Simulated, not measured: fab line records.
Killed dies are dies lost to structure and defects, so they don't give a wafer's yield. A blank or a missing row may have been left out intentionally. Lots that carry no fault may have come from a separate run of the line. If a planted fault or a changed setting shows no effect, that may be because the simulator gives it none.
What tool caused it? ; flow gf180mcu ; Sampling: 12 lots, 36 wafers, 6 of 602 route steps

WHAT THE GAUGES SHOWED, per wafer
GF_VT_IMPLANT_OVL_MEAS_07.
lot;measured;on;VT_IMPLANT_OVL (nm)
L912;day 5 14:29;overlay-02;-1.6 -2.0 -2.1
L913;day 5 20:35;overlay-01;-0.7 -0.5 0.3
L916;day 6 17:32;overlay-01;0.1 0.8 0.1
L917;day 6 20:29;overlay-02;0.7 -0.2 -0.2
L920;day 7 19:56;overlay-01;1.1 1.8 3.7
L921;day 8 01:54;overlay-01;-2.2 -0.8 -0.3
L922;day 8 07:50;overlay-01;-0.7 -1.4 -0.3
L923;day 8 13:15;overlay-01;-1.9 -0.4 -1.0
L926;day 9 04:32;overlay-01;0.2 -1.7 -1.9
L927;day 9 11:11;overlay-02;1.3 0.7 -0.1
L931;day 10 13:20;overlay-02;0.4 0.6 -0.9
L933;day 11 01:00;overlay-02;-2.8 -0.8 -2.5

GF_HV_LDD_THK_MEAS_57.
lot;measured;on;HV_LDD_CVD_56_THK (nm)
L912;day 12 09:29;film metro-04;89.7 90.4 90.9
L913;day 12 18:35;film metro-04;90.4 90.8 90.4
L916;day 13 20:12;film metro-01;90.2 89.7 90.3
L917;day 14 02:05;film metro-02;89.3 90.2 89.2
L920;day 15 06:44;film metro-02;88.7 88.4 88.5
L921;day 15 15:40;film metro-04;88.6 88.7 89.2
L922;day 16 00:59;film metro-04;88.8 88.9 89.4
L923;day 16 08:13;film metro-04;88.6 89.2 88.3
L926;day 17 06:23;film metro-01;89.9 90.0 90.1
L927;day 17 12:31;film metro-02;89.2 90.0 89.4
L931;day 18 23:13;film metro-02;90.0 90.1 89.3
L933;day 19 13:46;film metro-04;96.4 96.2 96.6

GF_SALICIDE_RS_MEAS_04: a four-point-probe measurement.
lot;measured;on;SALICIDE_TIN_RS (ohm/sq)
L912;day 15 00:46;film metro-03;16.12 16.40 16.36
L913;day 15 09:56;film metro-03;15.89 16.76 16.14
L916;day 16 14:43;film metro-02;16.29 15.76 16.46
L917;day 16 20:27;film metro-03;15.97 16.22 16.51
L920;day 18 02:59;film metro-04;16.09 16.08 16.74
L921;day 18 13:30;film metro-03;16.49 16.50 15.81
L922;day 18 23:54;film metro-04;16.59 16.21 16.54
L923;day 19 07:22;film metro-04;16.48 16.21 16.25
L926;day 20 07:22;film metro-02;16.39 15.89 16.08
L927;day 20 12:51;film metro-03;16.57 16.00 16.10
L931;day 22 00:16;film metro-03;15.90 16.06 15.76
L933;day 22 15:00;film metro-02;16.43 15.79 16.37

GF_CONTACT_THK_MEAS_01.
lot;measured;on;CONTACT_CVD_00_THK (nm)
L912;day 15 01:16;film metro-01;300.9 303.0 298.2
L913;day 15 10:26;film metro-04;301.0 303.7 301.3
L916;day 16 15:20;film metro-02;300.1 304.8 297.0
L917;day 16 21:03;film metro-02;300.2 298.3 302.5
L920;day 18 03:29;film metro-04;303.0 299.6 300.5
L921;day 18 14:00;film metro-04;298.9 298.4 297.5
L922;day 19 00:25;film metro-02;298.7 302.1 301.6
L923;day 19 07:52;film metro-01;301.7 302.2 299.7
L926;day 20 07:52;film metro-02;303.2 301.9 303.0
L927;day 20 13:22;film metro-01;301.9 301.5 300.8
L931;day 22 00:47;film metro-02;302.5 302.2 307.6
L933;day 22 15:31;film metro-02;299.1 300.0 297.8

EACH LOT AND THE TOOL THAT RAN IT (in order: tool; ch and the chambers of the sampled wafers; start)
lot;GF_HV_LDD_CVD_56;GF_HV_LDD_ETCHBACK_58
L912;lpcvd-01 ch 1, day 12 08:04;rie diel-03 ch 1,2,3, day 12 09:33
L913;lpcvd-01 ch 0, day 12 17:10;rie diel-04 ch 0,1, day 12 18:39
L916;lpcvd-01 ch 1, day 13 18:47;rie diel-03 ch 0,1,2, day 13 20:16
L917;lpcvd-02 ch 0, day 14 00:40;rie diel-02 ch 1,2,3, day 14 02:09
L920;lpcvd-02 ch 0, day 15 05:17;rie diel-04 ch 2,3, day 15 06:47
L921;lpcvd-01 ch 0, day 15 14:14;rie diel-03 ch 1,2, day 15 15:43
L922;lpcvd-01 ch 1, day 15 23:32;rie diel-02 ch 1,2,3, day 16 01:02
L923;lpcvd-01 ch 0, day 16 06:04;rie diel-04 ch 0,1,2, day 16 08:16
L926;lpcvd-01 ch 1, day 17 04:14;rie diel-03 ch 0,1,2, day 17 06:26
L927;lpcvd-02 ch 0, day 17 10:23;rie diel-02 ch 0,2,3, day 17 12:35
L931;lpcvd-02 ch 0, day 18 21:47;rie diel-03 ch 1,2, day 18 23:16
L933;lpcvd-01 ch 1, day 19 12:19;rie diel-02 ch 1,2, day 19 13:49
- GF_HV_LDD_CVD_56: deposits Si3N4 from DCS/NH3, target thk 90 nm, time 1543 s.
- GF_HV_LDD_ETCHBACK_58: etches Si3N4 in CH3F/O2, stops on SiO2, time 100 s, target depth 90 nm.

WHAT THE TOOLS THEMSELVES READ (means of the sampled wafers that have a number; where no wafer has one, the mark that the record gives instead)
GF_HV_LDD_CVD_56.
lot;tool;spike tc centre C (C);spike tc upper C (C);susceptor temp C (C)
L912;lpcvd-01;773.1;771.5;770.1
L913;lpcvd-01;769.2;770.6;770.2
L916;lpcvd-01;771.3;770.6;770.2
L917;lpcvd-02;770.9;769.9;770.1
L920;lpcvd-02;771.3;769.8;770.1
L921;lpcvd-01;769.9;770.5;769.7
L922;lpcvd-01;771.1;770.6;770.3
L923;lpcvd-01;769.0;770.7;770.0
L926;lpcvd-01;772.6;771.4;770.5
L927;lpcvd-02;771.8;769.9;770.5
L931;lpcvd-02;768.9;770.6;770.0
L933;lpcvd-01;775.9;773.7;773.5

GF_HV_LDD_ETCHBACK_58.
lot;tool;drypump motor current A (A);oes product au (a.u.);throttle valve pct (%)
L912;rie diel-03;5.9;0.848;10.558
L913;rie diel-04;6.2;0.845;10.565
L916;rie diel-03;5.9;0.845;10.559
L917;rie diel-02;6.2;0.843;10.563
L920;rie diel-04;5.8;0.836;10.561
L921;rie diel-03;5.7;0.834;10.570
L922;rie diel-02;6.2;0.836;10.562
L923;rie diel-04;5.9;0.833;10.562
L926;rie diel-03;5.9;0.842;10.563
L927;rie diel-02;6.2;0.841;10.559
L931;rie diel-03;5.7;0.841;10.563
L933;rie diel-02;6.1;0.872;10.561

THE ANSWER, worked out from the rows above alone
Rule: usual is defined by the lots themselves. The widest of any qualifying gaps counts: lots, ordered by their means at a reading, are off when they make up no more than a third of the lots, leave a main group of 4 or more, and stand apart from it by 3 or more times the standard deviation of that group's means. The tables above print the reading to a certain number of digits; a main group whose means all agree to those digits is not used. A lot without any number at a reading at which 4 lots or more have one is off too. Where the step has rows for the other lots, those lots are counted as sound. After the gauges, taken in route order, come the tools' own readings; for these a lot's mean is taken, as printed above. The first step at which some lot is off is used, and at that step the reading that is off furthest; a lot without a number counts as furthest.
Off: L933, seen at GF_HV_LDD_THK_MEAS_57 (HV_LDD_CVD_56_THK). For the main group the mean is 89.5 nm and the standard deviation 0.65.
A tool fits if, at a process step before that reading, it ran every lot that is off, and no sound lot after the first of them. The gauges at GF_HV_LDD_THK_MEAS_57 aren't tried: what is off there is off at GF_HV_LDD_CVD_56 too, on other tools, and a gauge's error can't cause that. One candidate fits, namely lpcvd-01 at GF_HV_LDD_CVD_56. A fault onset in the window from L926 (day 17 04:14, its last sound lot) to L933 (day 19 12:19, its first lot off) fits.
The tool's own readings at GF_HV_LDD_CVD_56 bear it out: on the lots that are off they differ by more than 5 times the standard deviation of the sound lots' means. spike tc upper C reads 773.7 C there against 770.6 C on the sound lots; susceptor temp C reads 773.5 C there against 770.2 C on the sound lots.

WHAT HAD BEEN PUT IN BY THE SIMULATOR
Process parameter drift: lpcvd-01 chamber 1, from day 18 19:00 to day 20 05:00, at GF_HV_LDD_CVD_56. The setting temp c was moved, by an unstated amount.
Struck lots among those shown: L933. The rule above reached the same finding.
